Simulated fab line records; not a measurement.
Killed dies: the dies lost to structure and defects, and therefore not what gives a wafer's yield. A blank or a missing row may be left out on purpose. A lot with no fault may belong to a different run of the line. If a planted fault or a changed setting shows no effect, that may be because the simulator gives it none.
The same fault as seen by 2 desks / flow gf180mcu / each desk holds nothing but its own numbers, with what lay behind them at the end

== FROM THE METROLOGY DESK ==
What the gauges read, lot by lot, whatever tool the lot ran on: means of the sampled wafers that have a number. Any lot whose mean is over 4 standard deviations away from the usual mean is out of limits and marked OUT; that distance is given in the brackets.
Columns: A = DUAL_GATE_OVL at GF_DUAL_GATE_OVL_MEAS_11, usual -0.8 nm; B = PSD_OVL at GF_PSD_OVL_MEAS_08, usual -0.7 nm
lot=L112; first seen here=day 8 14:36; A=-1.3; B=0.7
lot=L113; first seen here=day 8 23:20; A=-0.5; B=-1.8
lot=L115; first seen here=day 9 09:41; A=-0.9; B=-0.0
lot=L116; first seen here=day 9 15:12; A=-0.3; B=-0.0
lot=L118; first seen here=day 10 10:29; A=-2.8; B=1.1
lot=L122; first seen here=day 11 11:12; A=-1.6; B=-0.6
lot=L123; first seen here=day 11 18:46; A=-2.3; B=0.1
lot=L124; first seen here=day 12 04:25; A=0.2; B=-0.7
lot=L125; first seen here=day 12 10:31; A=0.7; B=-1.9
lot=L126; first seen here=day 12 18:09; A=0.0; B=-0.5
lot=L127; first seen here=day 12 23:49; A=-1.6; B=-2.3
lot=L134; first seen here=day 15 03:48; A=-0.9; B=-1.0
This desk found nothing out of limits on any of the 12 lots.

== FOR THE TOOL OWNER'S DESK: rie_si-02 ==
The tool's own readings at GF_POLY_GATE_ETCH_13 (etches poly-Si in HBr/Cl2, stops on SiO2, target depth 198.5 nm, time 69.6 s): means of the sampled wafers that have a number, for each lot that ran on this tool. Any lot whose mean is over 4 standard deviations away from the usual mean is out of limits and marked OUT; that distance is given in the brackets.
Columns: A = drypump_motor_current_A at GF_POLY_GATE_ETCH_13, usual 5.6 A; B = oes_product_au at GF_POLY_GATE_ETCH_13, usual 0.993 a.u.; C = throttle_valve_pct at GF_POLY_GATE_ETCH_13, usual 33.685 %
lot=L112; first seen here=day 9 11:14; A=5.5; B=0.995; C=33.692
lot=L118; first seen here=day 11 08:18; A=5.9; B=0.990; C=33.691
lot=L122; first seen here=day 12 10:30; A=5.2; B=1.002; C=33.684
lot=L123; first seen here=day 12 17:13; A=5.7; B=0.768 (-30) OUT; C=33.683
lot=L126; first seen here=day 13 17:21; A=5.9; B=0.770 (-30) OUT; C=33.689
lot=L127; first seen here=day 13 23:03; A=5.9; B=0.771 (-30) OUT; C=33.678
This desk finds L123, L126, L127 out of limits, L123 being first, at day 12 17:13 (oes_product_au at GF_POLY_GATE_ETCH_13). L112, L118, L122: within limits.

== BROUGHT TOGETHER ==
The tool owner's desk had the chance to raise an alarm at day 12 17:13 on L123, L126, L127.
Nothing out of limits was seen by the metrology desk.
The metrology desk holds a record of L123, L126, L127, inside its limits.
Of the lots named, all ran GF_POLY_GATE_ETCH_13 on rie_si-02.

== WHAT THE SIMULATOR PUT IN ==
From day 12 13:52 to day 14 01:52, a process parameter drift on rie_si-02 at GF_POLY_GATE_ETCH_13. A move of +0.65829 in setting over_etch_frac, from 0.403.
Struck lots among those shown: L123, L126, L127.
Hours from the fault's start to each desk's first reading out of limits: the tool owner's desk, 3.
